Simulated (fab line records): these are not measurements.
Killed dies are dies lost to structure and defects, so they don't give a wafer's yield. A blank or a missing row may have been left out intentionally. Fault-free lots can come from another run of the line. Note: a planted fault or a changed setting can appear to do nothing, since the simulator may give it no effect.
2 desks looking at one fault :: flow gf180mcu :: numbers are kept per desk, each desk with only its own; the story behind them comes last

== FROM THE METROLOGY DESK ==
Means of the sampled wafers that have a number, per lot and without regard to the tool the lot ran on: this is what the gauges read. If a lot's mean is further than 4 standard deviations from the usual mean, the lot is out of limits and carries the mark OUT (the distance appears in the brackets).
Columns: A = V4_W_RS at GF_V4_RS_MEAS_24, usual 0.329 ohm/sq; B = V4_W_THK at GF_V4_THK_MEAS_25, usual 351 nm
lot: L881
first seen here: day 24 11:06
A: 0.329
B: 348

lot: L882
first seen here: day 24 20:14
A: 0.332
B: 348

lot: L884
first seen here: day 25 12:54
A: 0.327
B: 359

lot: L887
first seen here: day 26 10:59
A: 0.334
B: 348

lot: L889
first seen here: day 27 06:22
A: 0.326
B: 351

lot: L892
first seen here: day 28 01:26
A: 0.332
B: 350

lot: L894
first seen here: day 28 16:40
A: 0.356 (+7.2) OUT
B: 321 (-5.4) OUT

lot: L895
first seen here: day 29 00:24
A: 0.332
B: 349

lot: L896
first seen here: day 29 09:13
A: 0.326
B: 358

lot: L898
first seen here: day 29 18:49
A: 0.330
B: 349

lot: L899
first seen here: day 30 02:49
A: 0.334
B: 348

lot: L900
first seen here: day 30 06:14
A: 0.325
B: 355
Finding of this desk: L894 out of limits, first seen on L894 at day 28 16:40 (V4_W_RS at GF_V4_RS_MEAS_24). Within limits: L881, L882, L884, L887, L889, L892, L895, L896, L898, L899, L900.

== FOR THE TOOL OWNER'S DESK: cvd_w-02 ==
The tool's own readings at GF_V4_CVD_23 (deposits W, target thk 350 nm, time 104.9 s): means of the sampled wafers that have a number, for each lot that ran on this tool. If a lot's mean is further than 4 standard deviations from the usual mean, the lot is out of limits and carries the mark OUT (the distance appears in the brackets).
Columns: A = chamber_pressure_Torr at GF_V4_CVD_23, usual 40.00 Torr; B = heater_power_w at GF_V4_CVD_23, usual 893 W
lot: L882
first seen here: day 24 20:07
A: 40.03
B: 892

lot: L884
first seen here: day 25 12:47
A: 40.09
B: 884

lot: L887
first seen here: day 26 10:51
A: 39.93
B: 875

lot: L892
first seen here: day 28 01:20
A: 39.96
B: 880

lot: L894
first seen here: day 28 16:29
A: 36.20 (-44) OUT
B: 854
This desk's finding: out of limits on L894; first on L894, day 28 16:29 (chamber_pressure_Torr at GF_V4_CVD_23). Within limits: L882, L884, L887, L892.

== BROUGHT TOGETHER ==
The tool owner's desk could have raised an alarm at day 28 16:29, on L894.
An alarm was possible from the metrology desk at day 28 16:40, on L894.
All the named lots went through GF_V4_CVD_23 on cvd_w-02.

== WHAT THE SIMULATOR PUT IN ==
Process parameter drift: cvd_w-02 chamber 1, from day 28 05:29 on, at GF_V4_CVD_23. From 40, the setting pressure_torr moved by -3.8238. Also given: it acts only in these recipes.
Lots struck among those shown: L894.
Hours from the fault's start to each desk's first reading out of limits: the tool owner's desk, 11; the metrology desk, 11.
